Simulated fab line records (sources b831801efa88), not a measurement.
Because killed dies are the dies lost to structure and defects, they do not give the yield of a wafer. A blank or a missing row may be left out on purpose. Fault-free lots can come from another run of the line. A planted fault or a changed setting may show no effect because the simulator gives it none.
2 desks looking at one fault :: flow gf180mcu :: each desk has only its own numbers; what lay behind them comes last

DESK OF THE TOOL OWNER: rieSi-02
The tool's own readings at GF_STI_ETCH_14 (etches Si in HBr/Cl2/O2, target depth 360 nm, time 102.9 s): means of the sampled wafers that have a number, for each lot that ran on this tool. The brackets show how far a lot's mean lies from the usual mean; more than 4 standard deviations puts the lot out of limits, marked OUT.
Columns: A = HBr_flow_sccm at GF_STI_ETCH_14, usual 150.0 sccm; B = drypumpMotorCurrentA at GF_STI_ETCH_14, usual 5.7 A; C = mfcCl2Sccm at GF_STI_ETCH_14, usual 39.99 sccm; D = oesProductAu at GF_STI_ETCH_14, usual 1.002 a.u.; E = runLengthS at GF_STI_ETCH_14, usual 131.0 s; F = throttleValvePct at GF_STI_ETCH_14, usual 25.655 %
lot: L137
first seen here: day 2 02:08
A: 150.0
B: 6.0
C: 39.98
D: 0.998
E: 130.9
F: 25.659

lot: L138
first seen here: day 2 07:08
A: 150.0
B: 6.2
C: 40.03
D: 1.002
E: 131.2
F: 25.658

lot: L141
first seen here: day 2 22:59
A: 149.9
B: 6.2
C: 40.08
D: 0.995
E: 131.1
F: 25.659

lot: L142
first seen here: day 3 03:37
A: 149.7
B: 6.4
C: 39.94
D: 1.006
E: 130.8
F: 25.644

lot: L144
first seen here: day 3 13:31
A: 149.7
B: 6.2
C: 40.07
D: 0.995
E: 131.0
F: 25.659

lot: L147
first seen here: day 4 05:10
A: 150.0
B: 6.2
C: 39.94
D: 0.997
E: 130.7
F: 25.655

lot: L148
first seen here: day 4 10:13
A: 150.0
B: 6.0
C: 39.97
D: 0.998
E: 131.0
F: 25.654

lot: L149
first seen here: day 4 15:22
A: 150.6
B: 6.1
C: 40.00
D: 1.002
E: 131.1
F: 25.656

lot: L150
first seen here: day 4 21:49
A: 149.9
B: 6.0
C: 39.97
D: 0.996
E: 122.4 (-22) OUT
F: 25.656

lot: L154
first seen here: day 5 18:38
A: 150.2
B: 6.2
C: 40.09
D: 1.002
E: 122.4 (-22) OUT
F: 25.657
This desk's finding: out of limits on L150, L154; first on L150, day 4 21:49 (runLengthS at GF_STI_ETCH_14). L137, L138, L141, L142, L144, L147, L148, L149 stayed within limits.

AT THE METROLOGY DESK
Means of the sampled wafers that have a number, per lot and without regard to the tool the lot ran on: this is what the gauges read. The brackets show how far a lot's mean lies from the usual mean; more than 4 standard deviations puts the lot out of limits, marked OUT.
Columns: A = cdNm at GF_STI_CD_MEAS_12, usual 220.2 nm; B = STI_CVD_23_THK at GF_STI_THK_MEAS_24, usual 651 nm; C = VT_IMPLANT_3_TW at GF_VT_IMPLANT_TW_MEAS_32, usual 270.8
lot: L137
first seen here: day 2 01:58
A: 220.9
B: 653
C: 267.4

lot: L138
first seen here: day 2 06:56
A: 219.4
B: 661
C: 269.7

lot: L140
first seen here: day 2 17:01
A: 221.0
B: 643
C: 274.8

lot: L141
first seen here: day 2 22:48
A: 220.8
B: 655
C: 274.7

lot: L142
first seen here: day 3 03:25
A: 220.3
B: 650
C: 268.8

lot: L144
first seen here: day 3 13:19
A: 218.9
B: 653
C: 269.4

lot: L145
first seen here: day 3 18:43
A: 220.4
B: 658
C: 268.9

lot: L147
first seen here: day 4 04:58
A: 220.4
B: 650
C: 268.3

lot: L148
first seen here: day 4 10:02
A: 221.8
B: 648
C: 274.0

lot: L149
first seen here: day 4 15:14
A: 220.9
B: 634
C: 270.5

lot: L150
first seen here: day 4 21:37
A: 217.9
B: 643
C: 268.6

lot: L151
first seen here: day 5 01:53
A: 220.7
B: 646
C: 274.4

lot: L154
first seen here: day 5 18:26
A: 220.3
B: 658
C: 269.5

lot: L160
first seen here: day 7 02:16
A: 220.1
B: 664
C: 268.8
Finding of this desk: none of the 14 lots has anything out of limits.

BROUGHT TOGETHER
An alarm could have come from the tool owner's desk at day 4 21:49, on L150, L154.
Nothing out of limits was seen by the metrology desk.
The metrology desk holds a record of L150, L154, inside its limits.
Every lot named ran GF_STI_ETCH_14 on rieSi-02.

WHAT THE SIMULATOR HAD INSERTED
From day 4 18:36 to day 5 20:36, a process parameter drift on rieSi-02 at GF_STI_ETCH_14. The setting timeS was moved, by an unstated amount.
Lots struck among those shown: L150, L154.
Hours from the fault's start to each desk's first reading out of limits: the tool owner's desk, 3.
